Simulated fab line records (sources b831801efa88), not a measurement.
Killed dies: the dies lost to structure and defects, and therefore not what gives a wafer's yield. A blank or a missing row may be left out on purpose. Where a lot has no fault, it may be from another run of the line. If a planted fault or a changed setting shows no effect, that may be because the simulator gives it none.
What tool caused it? -- flow sky130 -- 14 lots, 42 wafers sampled, at 4 steps of a route of 708

== WHAT THE GAUGES SHOWED, per wafer ==
SKY_VT_ADJUST_NCORE_OVL_MEAS_08. Usual: for VT_ADJUST_NCORE_OVL the level is 0.9 nm and the standard deviation is 1.4.
lot,measured,on,VT_ADJUST_NCORE_OVL (nm),flag
L233,day 8 19:25,overlay-01,2.7 3.2 1.7,
L235,day 9 08:26,overlay-01,1.0 2.1 1.4,
L236,day 9 11:05,overlay-01,1.7 3.1 1.7,
L237,day 9 20:17,overlay-01,-0.6 -2.0 -2.4,
L238,day 10 02:06,overlay-02,-0.1 -1.2 0.2,
L246,day 12 08:18,overlay-01,1.4 0.1 0.9,
L248,day 12 21:40,overlay-02,0.3 0.2 1.3,
L249,day 13 15:05,overlay-01,0.6 0.5 0.4,
L250,day 13 17:59,overlay-02,1.2 1.6 2.0,
L252,day 14 01:14,overlay-01,0.1 -0.9 0.1,
L251,day 14 02:03,overlay-01,1.8 -0.1 1.2,
L253,day 14 12:11,overlay-02,1.5 3.7 0.8,
L255,day 15 12:12,overlay-02,0.7 0.0 -2.7,
L256,day 15 22:18,overlay-02,1.2 1.3 1.1,

SKY_VT_ADJUST_HVTR_TW_MEAS_11. Usual: for VT_ADJUST_HVTR_TW the level is 213.2 and the standard deviation is 1.4.
lot,measured,on,VT_ADJUST_HVTR_TW,flag
L233,day 9 17:20,film_metro-04,211.9 210.7 211.1,
L235,day 10 07:50,film_metro-02,215.4 215.3 215.5,
L236,day 10 09:38,film_metro-03,213.1 212.2 212.9,
L237,day 10 19:23,film_metro-04,212.4 212.6 212.4,
L238,day 11 01:29,film_metro-04,212.3 212.3 212.3,
L246,day 13 09:06,film_metro-02,214.3 214.4 213.9,
L248,day 13 23:31,film_metro-04,213.8 213.4 213.2,
L249,day 14 17:23,film_metro-04,212.4 213.0 212.3,
L250,day 14 20:08,film_metro-02,213.4 214.5 214.2,
L252,day 15 04:05,film_metro-04,213.1 212.1 212.7,
L251,day 15 04:56,film_metro-04,213.9 212.8 212.4,
L253,day 15 15:23,film_metro-03,212.2 213.2 211.8,
L255,day 16 16:53,film_metro-02,214.0 214.9 214.6,
L256,day 17 03:15,film_metro-02,214.0 214.8 215.5,

SKY_SONOS_ONO_THK_MEAS_01. Usual: for SONOS_ONO_OXIDATION_THK the level is 2.59 nm and the standard deviation is 0.061.
lot,measured,on,SONOS_ONO_OXIDATION_THK (nm),flag
L233,day 11 17:26,film_metro-04,2.58 2.60 2.70,
L235,day 12 14:23,film_metro-01,2.62 2.58 2.61,
L236,day 12 14:23,film_metro-04,2.45 2.57 2.49,
L237,day 13 04:17,film_metro-01,2.63 2.58 2.67,
L238,day 13 04:17,film_metro-03,2.57 2.57 2.65,
L246,day 15 15:01,film_metro-01,2.60 2.55 2.66,
L248,day 16 13:41,film_metro-03,2.66 2.58 2.68,
L249,day 17 03:52,film_metro-04,2.55 2.56 2.62,
L250,day 17 07:40,film_metro-04,2.62 2.57 2.56,
L252,day 17 15:16,film_metro-03,2.49 2.40 2.58,
L251,day 17 16:36,film_metro-01,2.62 2.62 2.64,
L253,day 18 01:55,film_metro-01,2.67 2.73 2.76,
L255,day 19 07:22,film_metro-01,2.64 2.59 2.57,
L256,day 19 17:59,film_metro-03,2.57 2.54 2.54,

== WHICH TOOL RAN EACH LOT (tool, then ch and the chambers of the sampled wafers, then the start) ==
lot,SKY_SONOS_TUNNEL_PEB_05
L233,"litho_track-03 ch 0, day 11 15:10"
L235,"litho_track-01 ch 0, day 12 07:19"
L236,"litho_track-02 ch 0, day 12 07:46"
L237,"litho_track-03, day 12 19:32"
L238,"litho_track-02, day 13 00:35"
L246,"litho_track-03 ch 0, day 15 12:44"
L248,"litho_track-01 ch 0, day 16 05:05"
L249,"litho_track-02 ch 0, day 17 00:13"
L250,"litho_track-02 ch 0, day 17 03:34"
L252,"litho_track-02 ch 0, day 17 12:19"
L251,"litho_track-01 ch 0, day 17 13:52"
L253,"litho_track-01 ch 0, day 17 23:37"
L255,"litho_track-02 ch 0, day 19 04:43"
L256,"litho_track-02 ch 0, day 19 15:43"
- SKY_SONOS_TUNNEL_PEB_05

== AS READ BY THE TOOLS THEMSELVES (means over the sampled wafers that have a number; for cases with no such wafer, the mark the record gives instead) ==
SKY_SONOS_TUNNEL_PEB_05. Usual: exhaust_pa reads 44.9 Pa (standard deviation 0.89).
lot,tool,exhaust_pa (Pa),flag
L233,litho_track-03,45.8,
L235,litho_track-01,45.9,
L236,litho_track-02,45.0,
L237,litho_track-03,-,OFF
L238,litho_track-02,-,OFF
L246,litho_track-03,44.9,
L248,litho_track-01,43.7,
L249,litho_track-02,45.5,
L250,litho_track-02,44.5,
L252,litho_track-02,45.0,
L251,litho_track-01,45.1,
L253,litho_track-01,45.7,
L255,litho_track-02,44.5,
L256,litho_track-02,44.0,

== THE ANSWER, worked out from the rows above alone ==
Rule: a lot is off if the mean of its wafers that have a number lies more than 3 standard deviations from the usual mean. Also off: a lot with no number at a reading for which 4 or more lots have one. The other lots that the step has rows for count as sound. After the gauges, taken in route order, come the tools' own readings; for these a lot's mean is taken, as printed above. The first step at which some lot is off is used, and at that step the reading that is off furthest; a lot without a number counts as furthest.
Off: L237, L238, at SKY_SONOS_TUNNEL_PEB_05 (exhaust_pa). Without a number there: L237, L238.
If a tool, at that step or one of the process steps before it, ran each lot that is off and ran no sound lot following the first of them, it fits. None of those tried fits.

== WHAT WAS PUT IN BY THE SIMULATOR ==
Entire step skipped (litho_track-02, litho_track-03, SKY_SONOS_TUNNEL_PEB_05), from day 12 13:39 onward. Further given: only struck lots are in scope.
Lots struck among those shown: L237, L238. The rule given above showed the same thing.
